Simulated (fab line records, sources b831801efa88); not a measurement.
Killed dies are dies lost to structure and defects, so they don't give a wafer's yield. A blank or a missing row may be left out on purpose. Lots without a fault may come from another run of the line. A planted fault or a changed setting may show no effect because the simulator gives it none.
Problem report in the 8D (eight disciplines) form, filled by code | flow sky130 | the parts of the form that need people (team, actions taken, sign-off) are left out

1. THE PROBLEM
beam_energy_keV at SKY_RES_XHIGH_IMPLANT_07 reads a mean of 19.532 on 6 wafers of 2 lots; wafers without a fault read 20.001 with a standard deviation of 0.0067. That is -70 standard deviations from the usual mean.
First seen on wafer L414.1, day 29 14:05, on implanter-04. The record holds 18 wafers of 6 lots with a number at this step. Rule for "out", or "out of limits": more than 4 standard deviations from the usual mean. The other wafers with a number count as sound.

2. WHAT IT IS AND WHAT IT IS NOT
question                    | is                     | is not
which readings at this step | beam_energy_keV        | -
which lots                  | L414, L416             | L405, L421, L427, L428
which wafers of those lots  | all that have a number | -
read on which tools         | implanter-04           | implanter-02
when                        | from day 29 14:05      | up to then (3 sound wafers); but 9 sound wafers of L421, L427, L428 came after

3. SUSPECTS, AND WHAT RULES EACH OUT
Counting: a tool at a process step up to the reading stays a suspect if it ran every lot that is out and no sound lot after the first of them.
- plasma_asher-01 at SKY_SD_P_STRIP_10 (strips in O2/N2): kept. It ran every lot that is out, first L414 (day 28 10:24), and no sound lot after that; its last sound lot up to then is L405 (day 24 21:16).
- implanter-04 at SKY_RES_XHIGH_IMPLANT_07: ruled out as a lasting fault. Sound lots L427 ran on it after its first lot that is out, L414 (day 29 14:05).
Left after counting: plasma_asher-01 at SKY_SD_P_STRIP_10.

4. THE CAUSE (what the simulator had put in)
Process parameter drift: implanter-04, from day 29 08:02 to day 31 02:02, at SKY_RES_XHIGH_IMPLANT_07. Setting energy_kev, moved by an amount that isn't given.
Counting ruled it out, wrongly.

5. THE CHAIN OF EFFECTS, in route order
Each row: a reading whose mean over the struck wafers that have a number lies more than 3 standard deviations from the usual. Only readings for which the record gives a usual standard deviation are gone through. hours: the time from each lot's start at the first step in this table that gives one to its start at this step, as a median over the lots. sigmas: the change in usual standard deviations.
hours | step                     | reading         | usual  | on struck wafers | change | sigmas
0     | SKY_RES_XHIGH_IMPLANT_07 | beam_energy_keV | 20.001 | 19.532           | -0.469 | -70
The process steps in it:
- SKY_RES_XHIGH_IMPLANT_07

6. WHAT WOULD HAVE CAUGHT IT SOONER
In this record the first reading out of limits was taken at day 29 14:05, 6 hours after the fault began at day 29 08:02.
